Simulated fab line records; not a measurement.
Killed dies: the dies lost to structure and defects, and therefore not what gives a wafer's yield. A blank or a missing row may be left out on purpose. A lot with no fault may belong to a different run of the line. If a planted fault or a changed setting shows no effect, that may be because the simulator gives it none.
Chamber matching    flow gf180mcu    4 sister chambers for GF_V3_ETCH_16 on rie-diel-04
The step etches BARC in N2/H2. 20 wafers are shown with their chamber, then 9 later ones without.

WAFERS, EACH WITH ITS CHAMBER
wafer   chamber  drypump-motor-current-A (A)  bias-w (W)  oes-product-au (a.u.)
L076.1  3        5.4                          103.73      0.852
L076.4  2        5.4                          103.62      0.855
L076.5  2        5.3                          103.90      0.851
L079.2  1        5.0                          103.59      0.856
L079.5  2        5.4                          103.98      0.851
L079.6  1        5.0                          103.60      0.859
L081.1  2        5.3                          103.91      0.855
L081.4  3        5.4                          103.97      0.854
L081.5  1        5.0                          103.46      0.863
L082.1  2        5.4                          103.84      0.847
L082.4  3        5.4                          103.74      0.855
L082.5  0        6.7                          103.68      0.848
L084.2  3        5.4                          103.33      0.857
L084.3  1        5.0                          103.51      0.847
L084.4  0        6.6                          103.88      0.852
L086.3  3        5.4                          103.99      0.847
L086.4  1        5.0                          103.29      0.860
L091.3  2        5.4                          103.90      0.861
L091.4  0        6.7                          103.09      0.861
L091.6  1        5.0                          103.83      0.861

SIGNATURES (means of the wafers above)
reading                  chamber 0  chamber 1  chamber 2  chamber 3  scatter within a chamber
drypump-motor-current-A  6.667      5.000      5.367      5.400      0.0354
bias-w                   103.5500   103.5467   103.8583   103.7520   0.232
oes-product-au           0.85367    0.85767    0.85333    0.85300    0.00516
Rule: for each reading, subtract the chamber's mean from the wafer's reading, divide by that reading's scatter and square the result; add these up over the readings and take the root, which gives the wafer's distance from the chamber. If the next closest chamber is less than 2 further off than the closest, the wafer can't be placed; otherwise it belongs to the closest. The scatter: the root of (the sum of the squares of (reading less its chamber's mean) over the shown wafers, divided by (wafers less chambers)).

WAFERS WHOSE CHAMBER IS MISSING
wafer   drypump-motor-current-A (A)  bias-w (W)  oes-product-au (a.u.)
L092.1  5.0                          103.75      0.856
L092.3  5.4                          104.06      0.860
L092.5  6.7                          104.03      0.860
L093.1  5.4                          103.70      0.850
L093.2  5.0                          103.85      0.857
L093.4  5.4                          103.67      0.851
L096.3  5.4                          103.81      0.850
L096.4  5.4                          103.82      0.847
L096.6  5.0                          103.81      0.855

THE CHAMBER EACH PASSED THROUGH
wafer   from the rows above      in truth
L092.1  1                        1
L092.3  can't be placed: 2 or 3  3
L092.5  0                        0
L093.1  can't be placed: 3 or 2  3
L093.2  1                        1
L093.4  can't be placed: 3 or 2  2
L096.3  can't be placed: 3 or 2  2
L096.4  can't be placed: 3 or 2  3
L096.6  1                        1
Correctly placed: 4 of 9. Can't be placed from these rows: 5 (the true chamber is among the candidates in 5). Wrongly placed: 0.
